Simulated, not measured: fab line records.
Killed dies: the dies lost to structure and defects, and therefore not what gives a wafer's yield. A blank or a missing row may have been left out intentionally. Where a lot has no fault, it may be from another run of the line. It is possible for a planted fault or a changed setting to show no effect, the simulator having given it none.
The tool behind it: which one? || flow gf180mcu || 34 wafers from 12 lots sampled at 4 of the route's 602 steps

WHAT THE GAUGES READ, wafer by wafer
GF_STI_THK_MEAS_04. Usual: for STI_CVD_03_THK the level is 206.9 nm and the standard deviation is 2.1.
{"lot": "L117", "measured": "day 1 13:34", "on": "film-metro-02", "STI_CVD_03_THK (nm)": "204.3 203.2 204.7", "flag": ""}
{"lot": "L118", "measured": "day 1 19:52", "on": "film-metro-03", "STI_CVD_03_THK (nm)": "205.8 205.1 204.0", "flag": ""}
{"lot": "L119", "measured": "day 2 00:33", "on": "film-metro-01", "STI_CVD_03_THK (nm)": "204.2 206.7 203.1", "flag": ""}
{"lot": "L120", "measured": "day 2 04:35", "on": "film-metro-03", "STI_CVD_03_THK (nm)": "203.8 203.3 205.2", "flag": ""}
{"lot": "L121", "measured": "day 2 09:34", "on": "film-metro-01", "STI_CVD_03_THK (nm)": "205.0 205.6 206.7", "flag": ""}
{"lot": "L130", "measured": "day 4 06:38", "on": "film-metro-02", "STI_CVD_03_THK (nm)": "208.1 208.7", "flag": ""}
{"lot": "L131", "measured": "day 4 11:34", "on": "film-metro-02", "STI_CVD_03_THK (nm)": "209.1 208.0", "flag": ""}
{"lot": "L132", "measured": "day 4 17:29", "on": "film-metro-02", "STI_CVD_03_THK (nm)": "205.9 205.5 206.5", "flag": ""}
{"lot": "L133", "measured": "day 4 21:34", "on": "film-metro-02", "STI_CVD_03_THK (nm)": "208.5 208.0 210.3", "flag": ""}
{"lot": "L134", "measured": "day 5 02:37", "on": "film-metro-03", "STI_CVD_03_THK (nm)": "207.5 208.4 209.5", "flag": ""}
{"lot": "L136", "measured": "day 5 12:34", "on": "film-metro-02", "STI_CVD_03_THK (nm)": "211.2 211.3 211.8", "flag": ""}
{"lot": "L139", "measured": "day 6 03:34", "on": "film-metro-02", "STI_CVD_03_THK (nm)": "203.6 205.0 203.9", "flag": ""}

GF_POLY_GATE_OVL_MEAS_11. Usual: for POLY_GATE_OVL the level is 0 nm and the standard deviation is 4.9.
{"lot": "L117", "measured": "day 8 23:37", "on": "overlay-02", "POLY_GATE_OVL (nm)": "2 1 3", "flag": ""}
{"lot": "L118", "measured": "day 9 07:08", "on": "overlay-02", "POLY_GATE_OVL (nm)": "0 4 -1", "flag": ""}
{"lot": "L119", "measured": "day 9 07:32", "on": "overlay-02", "POLY_GATE_OVL (nm)": "10 -1 12", "flag": ""}
{"lot": "L120", "measured": "day 9 14:04", "on": "overlay-02", "POLY_GATE_OVL (nm)": "5 -4 -4", "flag": ""}
{"lot": "L121", "measured": "day 9 23:08", "on": "overlay-02", "POLY_GATE_OVL (nm)": "-7 -8 -1", "flag": ""}
{"lot": "L130", "measured": "day 12 17:41", "on": "overlay-01", "POLY_GATE_OVL (nm)": "-1 -3", "flag": ""}
{"lot": "L131", "measured": "day 12 17:56", "on": "overlay-02", "POLY_GATE_OVL (nm)": "3 -4", "flag": ""}
{"lot": "L132", "measured": "day 13 10:19", "on": "overlay-01", "POLY_GATE_OVL (nm)": "-4 0 -5", "flag": ""}
{"lot": "L133", "measured": "day 13 11:02", "on": "overlay-02", "POLY_GATE_OVL (nm)": "-1 -1 0", "flag": ""}
{"lot": "L134", "measured": "day 13 21:04", "on": "overlay-01", "POLY_GATE_OVL (nm)": "4 1 1", "flag": ""}
{"lot": "L136", "measured": "day 14 05:02", "on": "overlay-02", "POLY_GATE_OVL (nm)": "3 -3 -1", "flag": ""}
{"lot": "L139", "measured": "day 15 07:26", "on": "overlay-02", "POLY_GATE_OVL (nm)": "2 -6 -6", "flag": ""}

WHAT TOOL EACH LOT RAN ON (gives the tool, then ch and the chambers of the sampled wafers, and finally the start)
{"lot": "L117", "GF_STI_ETCH_13": "rie-diel-03 ch 0,1,2, day 2 01:11", "GF_VT_IMPLANT_STRIP_42": "plasma-asher-02 ch 0,1, day 7 12:43"}
{"lot": "L118", "GF_STI_ETCH_13": "rie-diel-01 ch 1,2,3, day 2 07:44", "GF_VT_IMPLANT_STRIP_42": "plasma-asher-03 ch 0,1, day 7 22:57"}
{"lot": "L119", "GF_STI_ETCH_13": "rie-diel-03 ch 0,2,3, day 2 12:35", "GF_VT_IMPLANT_STRIP_42": "plasma-asher-02 ch 0,1, day 8 01:40"}
{"lot": "L120", "GF_STI_ETCH_13": "rie-diel-01 ch 1,2,3, day 2 16:28", "GF_VT_IMPLANT_STRIP_42": "plasma-asher-03 ch 0,1, day 8 06:32"}
{"lot": "L121", "GF_STI_ETCH_13": "rie-diel-04 ch 0,1, day 2 22:08", "GF_VT_IMPLANT_STRIP_42": "plasma-asher-02 ch 0,1, day 8 11:10"}
{"lot": "L130", "GF_STI_ETCH_13": "rie-diel-04 ch 2,3, day 4 20:08", "GF_VT_IMPLANT_STRIP_42": "plasma-asher-02 ch 0,1, day 10 15:21"}
{"lot": "L131", "GF_STI_ETCH_13": "rie-diel-04 ch 1,3, day 5 02:11", "GF_VT_IMPLANT_STRIP_42": "plasma-asher-02 ch 0,1, day 10 19:19"}
{"lot": "L132", "GF_STI_ETCH_13": "rie-diel-03 ch 1,2,3, day 5 07:32", "GF_VT_IMPLANT_STRIP_42": "plasma-asher-04 ch 0,1, day 11 05:30"}
{"lot": "L133", "GF_STI_ETCH_13": "rie-diel-03 ch 0,2,3, day 5 11:44", "GF_VT_IMPLANT_STRIP_42": "plasma-asher-03 ch 0,1, day 11 08:55"}
{"lot": "L134", "GF_STI_ETCH_13": "rie-diel-03 ch 1,2,3, day 5 17:35", "GF_VT_IMPLANT_STRIP_42": "plasma-asher-03 ch 0,1, day 11 16:19"}
{"lot": "L136", "GF_STI_ETCH_13": "rie-diel-03 ch 0,1, day 6 02:50", "GF_VT_IMPLANT_STRIP_42": "plasma-asher-04 ch 0,1, day 12 03:45"}
{"lot": "L139", "GF_STI_ETCH_13": "rie-diel-03 ch 0,2,3, day 6 18:20", "GF_VT_IMPLANT_STRIP_42": "plasma-asher-04 ch 0,1, day 13 00:13"}
- GF_STI_ETCH_13: etches the open film in CHF3/O2, stops on Si, target depth 282.31 nm, time 112.9 s.
- GF_VT_IMPLANT_STRIP_42: strips in O2/N2.

AS READ BY THE TOOLS THEMSELVES (means over the sampled wafers that have a number; for cases with no such wafer, the mark the record gives instead)
GF_STI_ETCH_13. Usual: bias-w 200.0 W, standard deviation 0.57; chamber-pressure-mTorr 40.00 mTorr, standard deviation 0.037; drypump-motor-current-A 5.6 A, standard deviation 0.4; oes-product-au 0.831 a.u., standard deviation 0.0061; throttle-valve-pct 8.810 %, standard deviation 0.0092.
{"lot": "L117", "tool": "rie-diel-03", "bias-w (W)": 199.9, "chamber-pressure-mTorr (mTorr)": 40.02, "drypump-motor-current-A (A)": 5.4, "oes-product-au (a.u.)": 0.826, "throttle-valve-pct (%)": 8.807, "flag": ""}
{"lot": "L118", "tool": "rie-diel-01", "bias-w (W)": 200.0, "chamber-pressure-mTorr (mTorr)": 40.02, "drypump-motor-current-A (A)": 5.7, "oes-product-au (a.u.)": 0.825, "throttle-valve-pct (%)": 8.813, "flag": ""}
{"lot": "L119", "tool": "rie-diel-03", "bias-w (W)": 200.1, "chamber-pressure-mTorr (mTorr)": 40.01, "drypump-motor-current-A (A)": 5.5, "oes-product-au (a.u.)": 0.826, "throttle-valve-pct (%)": 8.821, "flag": ""}
{"lot": "L120", "tool": "rie-diel-01", "bias-w (W)": 199.8, "chamber-pressure-mTorr (mTorr)": 39.99, "drypump-motor-current-A (A)": 5.7, "oes-product-au (a.u.)": 0.824, "throttle-valve-pct (%)": 8.811, "flag": ""}
{"lot": "L121", "tool": "rie-diel-04", "bias-w (W)": 199.9, "chamber-pressure-mTorr (mTorr)": 39.98, "drypump-motor-current-A (A)": 5.7, "oes-product-au (a.u.)": 0.832, "throttle-valve-pct (%)": 8.806, "flag": ""}
{"lot": "L130", "tool": "rie-diel-04", "bias-w (W)": 199.9, "chamber-pressure-mTorr (mTorr)": 40.00, "drypump-motor-current-A (A)": 6.0, "oes-product-au (a.u.)": 0.849, "throttle-valve-pct (%)": 8.831, "flag": ""}
{"lot": "L131", "tool": "rie-diel-04", "bias-w (W)": 199.9, "chamber-pressure-mTorr (mTorr)": 39.98, "drypump-motor-current-A (A)": 5.7, "oes-product-au (a.u.)": 0.845, "throttle-valve-pct (%)": 8.820, "flag": ""}
{"lot": "L132", "tool": "rie-diel-03", "bias-w (W)": 199.6, "chamber-pressure-mTorr (mTorr)": 40.01, "drypump-motor-current-A (A)": 5.5, "oes-product-au (a.u.)": 0.835, "throttle-valve-pct (%)": 8.806, "flag": ""}
{"lot": "L133", "tool": "rie-diel-03", "bias-w (W)": 199.8, "chamber-pressure-mTorr (mTorr)": 39.96, "drypump-motor-current-A (A)": 5.5, "oes-product-au (a.u.)": 0.832, "throttle-valve-pct (%)": 8.807, "flag": ""}
{"lot": "L134", "tool": "rie-diel-03", "bias-w (W)": 200.5, "chamber-pressure-mTorr (mTorr)": 40.02, "drypump-motor-current-A (A)": 5.5, "oes-product-au (a.u.)": 0.832, "throttle-valve-pct (%)": 8.812, "flag": ""}
{"lot": "L136", "tool": "rie-diel-03", "bias-w (W)": 199.9, "chamber-pressure-mTorr (mTorr)": 40.01, "drypump-motor-current-A (A)": 5.2, "oes-product-au (a.u.)": 0.840, "throttle-valve-pct (%)": 8.814, "flag": ""}
{"lot": "L139", "tool": "rie-diel-03", "bias-w (W)": 200.5, "chamber-pressure-mTorr (mTorr)": 40.00, "drypump-motor-current-A (A)": 5.5, "oes-product-au (a.u.)": 0.831, "throttle-valve-pct (%)": 8.811, "flag": ""}

GF_VT_IMPLANT_STRIP_42. Usual: chamber-pressure-mTorr 1499.9 mTorr, standard deviation 1.3; drypump-motor-current-A 5.75 A, standard deviation 0.27; heater-power-w 325 W, standard deviation 25; oes-product-au 0.716 a.u., standard deviation 0.0048; strip-time-to-endpoint-s 12.62 s, standard deviation 0.042.
{"lot": "L117", "tool": "plasma-asher-02", "chamber-pressure-mTorr (mTorr)": 1499.1, "drypump-motor-current-A (A)": 5.49, "heater-power-w (W)": 298, "oes-product-au (a.u.)": 0.712, "strip-time-to-endpoint-s (s)": 12.69, "flag": ""}
{"lot": "L118", "tool": "plasma-asher-03", "chamber-pressure-mTorr (mTorr)": 1500.2, "drypump-motor-current-A (A)": 5.82, "heater-power-w (W)": 345, "oes-product-au (a.u.)": 0.714, "strip-time-to-endpoint-s (s)": 12.55, "flag": ""}
{"lot": "L119", "tool": "plasma-asher-02", "chamber-pressure-mTorr (mTorr)": 1499.9, "drypump-motor-current-A (A)": 5.81, "heater-power-w (W)": 316, "oes-product-au (a.u.)": 0.716, "strip-time-to-endpoint-s (s)": 12.63, "flag": ""}
{"lot": "L120", "tool": "plasma-asher-03", "chamber-pressure-mTorr (mTorr)": 1500.4, "drypump-motor-current-A (A)": 5.81, "heater-power-w (W)": 327, "oes-product-au (a.u.)": 0.716, "strip-time-to-endpoint-s (s)": 12.61, "flag": ""}
{"lot": "L121", "tool": "plasma-asher-02", "chamber-pressure-mTorr (mTorr)": 1499.1, "drypump-motor-current-A (A)": 5.51, "heater-power-w (W)": 302, "oes-product-au (a.u.)": 0.716, "strip-time-to-endpoint-s (s)": 12.64, "flag": ""}
{"lot": "L130", "tool": "plasma-asher-02", "chamber-pressure-mTorr (mTorr)": 1500.1, "drypump-motor-current-A (A)": 5.66, "heater-power-w (W)": 306, "oes-product-au (a.u.)": 0.714, "strip-time-to-endpoint-s (s)": 12.61, "flag": ""}
{"lot": "L131", "tool": "plasma-asher-02", "chamber-pressure-mTorr (mTorr)": 1501.6, "drypump-motor-current-A (A)": 5.66, "heater-power-w (W)": 308, "oes-product-au (a.u.)": 0.714, "strip-time-to-endpoint-s (s)": 12.66, "flag": ""}
{"lot": "L132", "tool": "plasma-asher-04", "chamber-pressure-mTorr (mTorr)": 1499.8, "drypump-motor-current-A (A)": 5.77, "heater-power-w (W)": 322, "oes-product-au (a.u.)": 0.712, "strip-time-to-endpoint-s (s)": 12.65, "flag": ""}
{"lot": "L133", "tool": "plasma-asher-03", "chamber-pressure-mTorr (mTorr)": 1500.5, "drypump-motor-current-A (A)": 5.82, "heater-power-w (W)": 346, "oes-product-au (a.u.)": 0.714, "strip-time-to-endpoint-s (s)": 12.63, "flag": ""}
{"lot": "L134", "tool": "plasma-asher-03", "chamber-pressure-mTorr (mTorr)": 1500.4, "drypump-motor-current-A (A)": 5.80, "heater-power-w (W)": 326, "oes-product-au (a.u.)": 0.714, "strip-time-to-endpoint-s (s)": 12.63, "flag": ""}
{"lot": "L136", "tool": "plasma-asher-04", "chamber-pressure-mTorr (mTorr)": 1500.2, "drypump-motor-current-A (A)": 5.76, "heater-power-w (W)": 322, "oes-product-au (a.u.)": 0.708, "strip-time-to-endpoint-s (s)": 12.65, "flag": ""}
{"lot": "L139", "tool": "plasma-asher-04", "chamber-pressure-mTorr (mTorr)": 1499.4, "drypump-motor-current-A (A)": 5.75, "heater-power-w (W)": 335, "oes-product-au (a.u.)": 0.714, "strip-time-to-endpoint-s (s)": 12.71, "flag": ""}

THE ANSWER, worked out from the rows above alone
Rule: lot off if the mean of its wafers having a number is beyond 3 standard deviations from the usual mean. Also off: a lot with no number at a reading for which 4 or more lots have one. All remaining lots with rows at the step are treated as sound. The gauges are gone through in route order, then the tools' own readings, and for those a lot's mean is taken as printed above. The first step at which some lot is off is used, and at that step the reading that is off furthest; a lot without a number counts as furthest.
No lot is off on any of the readings shown, so nothing can be concluded from this.

WHAT HAD BEEN PUT IN BY THE SIMULATOR
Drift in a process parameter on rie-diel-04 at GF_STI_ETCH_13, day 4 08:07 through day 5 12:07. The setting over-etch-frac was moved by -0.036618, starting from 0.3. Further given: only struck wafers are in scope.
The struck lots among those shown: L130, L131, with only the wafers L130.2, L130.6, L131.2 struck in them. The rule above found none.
